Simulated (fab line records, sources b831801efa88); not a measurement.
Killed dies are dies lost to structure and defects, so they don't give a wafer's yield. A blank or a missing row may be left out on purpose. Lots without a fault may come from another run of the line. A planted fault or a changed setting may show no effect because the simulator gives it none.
fab line records | flow sky130
record lots=12 wafers=36 last_day=50
route steps=708 shown LDD_N@251 LI_CONTACT@384 CONTACT@425 VIA4@652 PAD_OPEN@708
lots that met no fault: from a run of the same line without faults
start_h: hours from the record's first day to the start of the lot's first wafer shown | wait_h: hours since the lot's step before | " the same as in the row above | L1.1+2: a row that stands for several wafers | - no value, or no start given | * or withheld: withheld | < > ~ a bound
route shown NAME@n: a module of which the file shows steps, and the number in the route of the first | usual: mean/standard deviation of fault-free wafers | same: alike in all rows | chamber/n: place in a boat | sites: the reading at each site | _std_site: their standard deviation | _edge_site: outer sites' mean less inner sites' | radius_mm: how far each site lies from the wafer's centre | mask NAME#n: copy n | behind: the tool/chamber that last shaped the wafer | hold: why the lot was held/for how many hours/how that ended | device: the transistor (n, p or np) that didn't switch | end of line: the same wafers' tests at the end of the route | a step without rows: its recipe alone | killed: dies lost to structure and defects at the first sort, not the wafer's yield | map: a wafer's dies, x killed, . not, _ none there
set.NAME: the setting as run; set.NAME@STEP: as run at that earlier step | model.NAME: the simulator's own value behind a step, which no gauge read
steps of the route over a sample of lots; a table a step, a row a wafer
services: from which hour (start_h, from the record's first day; less than 0 if before it) a tool's chamber was out of use, for how many hours, and why
## steps
# step SKY_LDD_N_IMPLANT_14
# recipe species=BF2 energy_kev=50 dose_cm2=5e+12 tilt_deg=30 rotation_deg=180
# usual faraday_current_uA=28.2/0.58 tilt_deg=29.998/0.021
# columns lot.wafer tool chamber start_h wait_h faraday_current_uA tilt_deg
L144.4 implanter-02 0 401.75 0.1 28.8 29.957
L144.5 " 0 " " 28.8 30.002
L144.6 " 0 " " 28.6 29.956
L145.4 implanter-02 0 410.94 0.1 28.5 29.991
L145.5 " 0 " " 28.4 29.987
L145.6 " 0 " " 27.5 30.014
L146.1 implanter-02 0 429.82 0.1 28.2 29.981
L146.4 " 0 " " 27.1 30.012
L146.6 " 0 " " 28.2 29.995
L148.3 implanter-02 0 446.82 0.1 27.9 30.014
L148.4 " 0 " " 27.1 30.026
L148.6 " 0 " " 27.6 30.014
L150.1 implanter-03 0 457.32 0.1 28.6 29.991
L150.4 " 0 " " 28.6 30.024
L150.6 " 0 " " 28.2 30.003
L154.2 implanter-03 0 488.64 0.1 28.3 29.994
L154.4 " 0 " " 28.5 29.998
L154.5 " 0 " " 28.8 29.966
L153.1 implanter-03 0 492.67 0.1 27.5 30.002
L153.4 " 0 " " 27.2 29.978
L153.6 " 0 " " 29.2 30.010
L157.3 implanter-03 0 520.13 0.1 28.5 30.023
L157.5 " 0 " " 27.7 30.024
L157.6 " 0 " " 28.5 29.965
L161.1 implanter-02 0 551.99 0.6 27.9 0.049
L161.2 " 0 " " 28.2 0.024
L161.4 " 0 " " 29.4 0.002
L162.1 implanter-03 0 571.02 0.1 28.7 30.011
L162.5 " 0 " " 28.2 30.031
L162.6 " 0 " " 27.5 30.015
L163.1 implanter-01 0 576.53 0.1 28.3 29.982
L163.3 " 0 " " 28.6 30.005
L163.5 " 0 " " 29.1 29.974
L164.1 implanter-02 0 579.27 0.1 27.8 -0.009
L164.2 " 0 " " 27.7 -0.007
L164.5 " 0 " " 27.9 -0.033
# step SKY_LI_CONTACT_RS_MEAS_22
# recipe thk_meas_gauge=four-point-probe reads=W_of_LI_CONTACT_CVD_21+TiN_of_LI_CONTACT_SPUTTER_20+Ti_of_LI_CONTACT_SPUTTER_19
# usual LI_CONTACT_W_RS=0.286/0.0033
# columns lot.wafer tool chamber start_h wait_h LI_CONTACT_W_RS[ohm/sq]
L144.4 film_metro-04 - 677.02 0.1 0.282
L144.5 " - " " 0.283
L144.6 " - " " 0.284
L145.4 film_metro-03 - 687.61 0.1 0.283
L145.5 " - " " 0.283
L145.6 " - " " 0.278
L146.1 film_metro-04 - 705.71 0.1 0.286
L146.4 " - " " 0.290
L146.6 " - " " 0.289
L148.3 film_metro-03 - 717.32 0.1 0.288
L148.4 " - " " 0.284
L148.6 " - " " 0.290
L150.1 film_metro-03 - 728.35 0.1 0.290
L150.4 " - " " 0.288
L150.6 " - " " 0.289
L154.2 film_metro-03 - 757.75 0.1 0.286
L154.4 " - " " 0.288
L154.5 " - " " 0.289
L153.1 film_metro-03 - 759.22 0.1 0.292
L153.4 " - " " 0.294
L153.6 " - " " 0.292
L157.3 film_metro-04 - 784.36 0.1 0.284
L157.5 " - " " 0.289
L157.6 " - " " 0.280
L161.1 film_metro-04 - 811.58 0.1 0.283
L161.2 " - " " 0.284
L161.4 " - " " 0.287
L162.1 film_metro-04 - 827.90 0.1 0.278
L162.5 " - " " 0.284
L162.6 " - " " 0.281
L163.1 film_metro-02 - 832.48 0.1 0.285
L163.3 " - " " 0.291
L163.5 " - " " 0.287
L164.1 film_metro-03 - 835.06 0.1 0.289
L164.2 " - " " 0.287
L164.5 " - " " 0.288
# step SKY_CONTACT_STRIP_19
# recipe chemistry=O2/N2 power_w=1400 pressure_mtorr=1500 platen_temp_c=withheld o2_flow_sccm=3000 n2_flow_sccm=300 overash_fraction=0.5
# usual drypump_motor_current_A=5.79/0.26 oes_product_au=0.380/0.005 strip_time_to_endpoint_s=3.60/0.033
# columns lot.wafer tool chamber start_h wait_h drypump_motor_current_A oes_product_au rf_hours_counter_h strip_time_to_endpoint_s
L144.4 plasma_asher-03 1 735.60 - 5.43 0.381 - 3.64
L144.5 " 0 " " 6.12 0.380 - 3.60
L144.6 " 1 " " 5.45 0.379 - 3.63
L145.4 plasma_asher-03 0 744.60 - 6.11 0.382 - 3.60
L145.5 " 1 " " 5.43 0.374 - 3.63
L145.6 " 0 " " 6.10 0.370 - 3.55
L146.1 plasma_asher-01 0 763.07 - 5.60 0.379 91 3.53
L146.4 " 0 " " 5.59 0.379 - 3.62
L146.6 " 0 " " 5.60 0.380 - 3.53
L148.3 plasma_asher-04 1 774.02 - 6.11 0.382 - 3.52
L148.4 " 0 " " 5.58 0.373 - 3.58
L148.6 " 0 " " 5.57 0.381 - 3.59
L150.1 plasma_asher-04 1 785.04 - 6.11 0.378 65 3.58
L150.4 " 1 " " 6.10 0.371 - 3.63
L150.6 " 0 " " 5.57 0.386 - 3.66
L154.2 plasma_asher-03 1 814.22 - 5.44 0.386 38 3.57
L154.4 " 0 " " 6.09 0.378 - 3.65
L154.5 " 1 " " 5.43 0.377 - 3.64
L153.1 plasma_asher-04 1 815.47 - 6.09 0.393 68 3.61
L153.4 " 0 " " 5.57 0.385 - 3.61
L153.6 " 0 " " 5.56 0.369 - 3.62
L157.3 plasma_asher-01 1 840.40 - 5.85 0.381 - 3.62
L157.5 " 0 " " 5.59 0.381 - 3.61
L157.6 " 1 " " 5.83 0.379 - 3.58
L161.1 plasma_asher-04 0 865.99 - 5.55 0.373 74 3.61
L161.2 " 1 " " 6.12 0.375 74 3.64
L161.4 " 1 " " 6.11 0.377 - 3.59
L162.1 plasma_asher-01 1 883.22 - 5.85 0.381 101 3.59
L162.5 " 0 " " 5.61 0.381 - 3.64
L162.6 " 1 " " 5.84 0.385 - 3.63
L163.1 plasma_asher-01 1 887.37 - 5.85 0.372 102 3.60
L163.3 " 0 " " 5.58 0.385 - 3.56
L163.5 " 1 " " 5.85 0.373 - 3.57
L164.1 plasma_asher-04 1 889.84 - 6.12 0.380 77 3.63
L164.2 " 0 " " 5.57 0.375 77 3.58
L164.5 " 1 " " 6.11 0.391 - 3.64
# step SKY_VIA4_STRIP_13
# recipe chemistry=O2/N2 power_w=1400 pressure_mtorr=1500 platen_temp_c=withheld o2_flow_sccm=3000 n2_flow_sccm=300 overash_fraction=0.5
# usual drypump_motor_current_A=5.87/0.25 oes_product_au=0.710/0.0041 strip_time_to_endpoint_s=12.801/0.028
# columns lot.wafer tool chamber start_h wait_h drypump_motor_current_A oes_product_au rf_hours_counter_h strip_time_to_endpoint_s
L144.4 plasma_asher-01 0 1009.63 - 5.60 0.715 - 12.798
L144.5 " 1 " " 5.86 0.706 - 12.796
L144.6 " 0 " " 5.62 0.712 - 12.820
L145.4 plasma_asher-02 1 1016.72 - 6.28 0.712 - 12.803
L145.5 " 1 " " 6.28 0.707 - 12.768
L145.6 " 0 " " 5.88 0.706 - 12.833
L146.1 plasma_asher-04 0 1032.90 - 5.59 0.720 92 12.832
L146.4 " 1 " " 6.11 0.710 - 12.792
L146.6 " 1 " " 6.09 0.710 - 12.827
L148.3 plasma_asher-04 0 1041.39 - 5.57 0.707 - 12.817
L148.4 " 1 " " 6.10 0.710 - 12.804
L148.6 " 1 " " 6.07 0.714 - 12.800
L150.1 plasma_asher-04 1 1050.15 - 6.11 0.710 93 12.796
L150.4 " 0 " " 5.55 0.709 - 12.810
L150.6 " 0 " " 5.57 0.714 - 12.809
L154.2 plasma_asher-01 1 1075.95 - 5.89 0.714 1 12.826
L154.4 " 0 " " 5.61 0.713 - 12.797
L154.5 " 1 " " 5.89 0.712 - 12.779
L153.1 plasma_asher-02 1 1077.40 - 6.25 0.712 32 12.746
L153.4 " 1 " " 6.27 0.712 - 12.810
L153.6 " 1 " " 6.26 0.709 - 12.739
L157.3 plasma_asher-04 0 1097.05 - 5.60 0.710 - 12.801
L157.5 " 1 " " 6.10 0.705 - 12.778
L157.6 " 0 " " 5.59 0.713 - 12.782
L161.1 plasma_asher-01 1 1114.44 - 5.86 0.714 5 12.771
L161.2 " 0 " " 5.59 0.711 5 12.817
L161.4 " 1 " " 5.87 0.708 - 12.830
L162.1 plasma_asher-02 0 1128.84 - 5.84 0.706 38 12.808
L162.5 " 1 " " 6.30 0.705 - 12.808
L162.6 " 0 " " 5.84 0.712 - 12.772
L163.1 plasma_asher-01 1 1132.22 - 5.83 0.713 7 12.812
L163.3 " 0 " " 5.60 0.713 - 12.877
L163.5 " 1 " " 5.84 0.713 - 12.857
L164.1 plasma_asher-01 0 1134.42 - 5.60 0.702 7 12.778
L164.2 " 1 " " 5.87 0.710 7 12.758
L164.5 " 0 " " 5.59 0.711 - 12.742
# step SKY_PAD_OPEN_PROBE_99
# usual killed_at_M0_to_M3=43/6.4 killed_at_M4_up=3.1/2 killed_at_contacts=24/5.2 killed_at_front_end=15/4.3 killed_at_other=0.2/0.48 killed_dies=85/9.7 killed_open=47/6.9 killed_short=38/6.7
# same gross_dies=492 killed_at_back_side=0
# columns lot.wafer tool chamber start_h wait_h killed_at_M0_to_M3 killed_at_M4_up killed_at_contacts killed_at_front_end killed_at_other killed_dies killed_open killed_short
L161.1 prober-01 - 1175.30 0.1 46 2 21 15 0 84 45 39
L161.2 prober-01 - 1175.35 0.1 35 5 21 17 0 78 46 32
L161.4 prober-01 - 1175.45 0.2 43 2 31 11 0 87 44 43
# killed by level:class
L161.1 VIA1:geometric_particle:open=8 VIA3:geometric_particle:open=7 POLY_GATE:geometric_particle:open=7 VIA1:geometric_particle:short=6 VIA2:geometric_particle:open=5 CONTACT:geometric_particle:short=5 CONTACT:geometric_particle:open=5 METAL2:geometric_particle:short=5
L161.2 CONTACT:geometric_particle:open=8 VIA3:geometric_particle:open=7 VIA1:geometric_particle:open=6 FIELD_ISO:geometric_particle:open=5 LI_CONTACT:geometric_particle:open=5 VIA2:geometric_particle:open=5 METAL4:geometric_particle:short=5 POLY_GATE:geometric_particle:open=4
L161.4 CONTACT:geometric_particle:open=13 VIA2:geometric_particle:open=11 CONTACT:geometric_particle:short=8 LI_CONTACT:geometric_particle:open=5 VIA1:geometric_particle:open=5 VIA2:geometric_particle:short=5 VIA3:geometric_particle:open=5 METAL3:geometric_particle:short=4
## services
# columns tool chamber start_h hours kind
implanter-02 - 387.94 8.9 repair
plasma_asher-01 - 423.40 14.6 pm
plasma_asher-01 - 455.26 1.8 repair
implanter-03 - 477.48 2.5 repair
implanter-03 - 528.31 8.9 repair
plasma_asher-01 - 562.90 8.4 repair
plasma_asher-04 - 585.32 3.2 repair
implanter-02 - 588.89 1.6 repair
plasma_asher-01 - 614.51 1.1 repair
plasma_asher-04 - 651.72 14.6 pm
plasma_asher-01 - 679.84 7.2 repair
implanter-03 - 690.73 2.4 repair
implanter-02 - 692.66 0.6 repair
implanter-02 - 703.57 5.1 repair
plasma_asher-04 - 727.28 3.2 repair
implanter-02 - 735.16 2.2 pm
plasma_asher-04 - 737.59 2.2 repair
plasma_asher-04 - 767.10 2.8 pm
implanter-02 - 806.93 9.7 repair
plasma_asher-01 - 810.23 2.2 repair
plasma_asher-01 - 851.62 15.6 pm
implanter-02 - 925.40 2.9 pm
plasma_asher-01 - 1055.25 9.0 pm
implanter-02 - 1100.45 12.9 pm
## key
first_sign step=SKY_LDD_N_IMPLANT_14 reading=tilt_deg direction=down sigmas=99+ usual=* struck=*
effect none on later readings
met_at SKY_LDD_N_IMPLANT_14
struck_lots L161,L164
tester_left_out L161,L164
not_acting_at SKY_LI_CONTACT_RS_MEAS_22,SKY_CONTACT_STRIP_19,SKY_VIA4_STRIP_13
onset_between 446.82 551.99
fault kind=process_parameter_drift tool=implanter-02 chamber=- onset_h=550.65 steps=SKY_LDD_N_IMPLANT_14 channel=tilt_deg offset=* shape=step end_h=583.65 acts_in=* stated=*
# tester_left_out: of these lots the tester's yield and bins aren't shown, on N5 and GAA mostly nor the transistor test; their killed dies are dies lost to structure and defects alone, not to doping, threshold or leakage, so they don't give the yield
